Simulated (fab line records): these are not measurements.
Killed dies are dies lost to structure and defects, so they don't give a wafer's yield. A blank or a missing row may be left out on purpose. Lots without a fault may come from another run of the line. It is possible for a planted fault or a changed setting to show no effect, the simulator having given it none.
The same fault as seen by 2 desks ; flow gf180mcu ; numbers are kept per desk, each desk with only its own; the story behind them comes last

## THE TOOL OWNER'S DESK: rtp-anneal-02
The tool's own readings at GF_PSD_RTA_13 (time 20 s): means of the sampled wafers that have a number, for each lot that ran on this tool. A lot is out of limits, marked OUT, if its mean lies more than 4 standard deviations from the usual mean; the brackets give that distance.
Columns: A = lamp-power-pct at GF_PSD_RTA_13, usual 38 %; B = run-length-s at GF_PSD_RTA_13, usual 48.3 s; C = wafer_temp_C_max at GF_PSD_RTA_13, usual 1029.1
lot;first seen here;A;B;C
L555;day 14 14:23;35;48.3;1029.0
L557;day 15 03:20;35;48.1;1028.3
L563;day 17 02:18;35;48.1;1028.8
L564;day 17 08:19;35;48.2;1028.9
L565;day 17 21:57;35;48.1;1029.1
L566;day 18 04:49;35;48.1;1029.8
L567;day 18 11:10;35;48.1;1029.8
L568;day 18 20:49;35;48.2;1029.5
L569;day 19 04:22;35;48.0;1029.7
L574;day 20 23:25;35;79.1 (+91) OUT;1027.9
L575;day 21 05:04;35;78.8 (+90) OUT;1029.2
This desk finds L574, L575 out of limits, L574 being first, at day 20 23:25 (run-length-s at GF_PSD_RTA_13). L555, L557, L563, L564, L565, L566, L567, L568, L569 stayed within limits.

## METROLOGY DESK
Lot by lot, what the gauges showed, no matter which tool ran the lot: averages of those sampled wafers that carry a number. A lot is out of limits, marked OUT, if its mean lies more than 4 standard deviations from the usual mean; the brackets give that distance.
Columns: A = DUAL_GATE_OVL at GF_DUAL_GATE_OVL_MEAS_11, usual 0.6 nm; B = cd-nm at GF_HV_LDD_CD_MEAS_46, usual 399.3 nm; C = NSD_RS at GF_PSD_RS_MEAS_14, usual 46.12 ohm/sq; D = PSD_RS at GF_PSD_RS_MEAS_15, usual 108.55 ohm/sq
lot;first seen here;A;B;C;D
L555;day 8 15:51;2.3;402.8;46.22;108.96
L556;day 8 19:51;2.3;400.5;46.14;108.47
L557;day 9 00:20;0.7;398.5;46.20;108.71
L559;day 9 16:01;0.2;400.8;46.15;108.83
L563;day 10 17:00;0.8;400.2;46.15;108.46
L564;day 10 21:15;1.0;402.2;46.04;108.47
L565;day 11 08:15;0.8;399.0;46.04;108.48
L566;day 11 12:04;0.8;400.1;46.14;108.64
L567;day 11 19:36;1.1;397.1;46.07;108.53
L568;day 12 04:01;0.8;398.8;46.17;108.41
L569;day 12 08:23;-0.9;400.9;46.14;108.61
L574;day 13 21:23;-0.2;399.7;40.91 (-63) OUT;99.67 (-32) OUT
L575;day 14 00:22;1.0;399.7;41.01 (-62) OUT;99.17 (-34) OUT
This desk finds L574, L575 out of limits, with the earliest case on L574 at day 20 23:31 (NSD_RS at GF_PSD_RS_MEAS_14). L555, L556, L557, L559, L563, L564, L565, L566, L567, L568, L569 stayed within limits.

## TAKEN TOGETHER
At day 20 23:25, on L574, L575, the tool owner's desk was in a position to raise an alarm.
An alarm was possible from the metrology desk at day 20 23:31, on L574, L575.
The lots listed all ran GF_PSD_RTA_13 on rtp-anneal-02.

## WHAT THE SIMULATOR HAD PUT IN
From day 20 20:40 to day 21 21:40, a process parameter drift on rtp-anneal-02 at GF_PSD_RTA_13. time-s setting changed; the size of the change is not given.
Struck lots among those shown: L574, L575.
Hours from the fault's start to each desk's first reading out of limits: the tool owner's desk, 3; the metrology desk, 3.
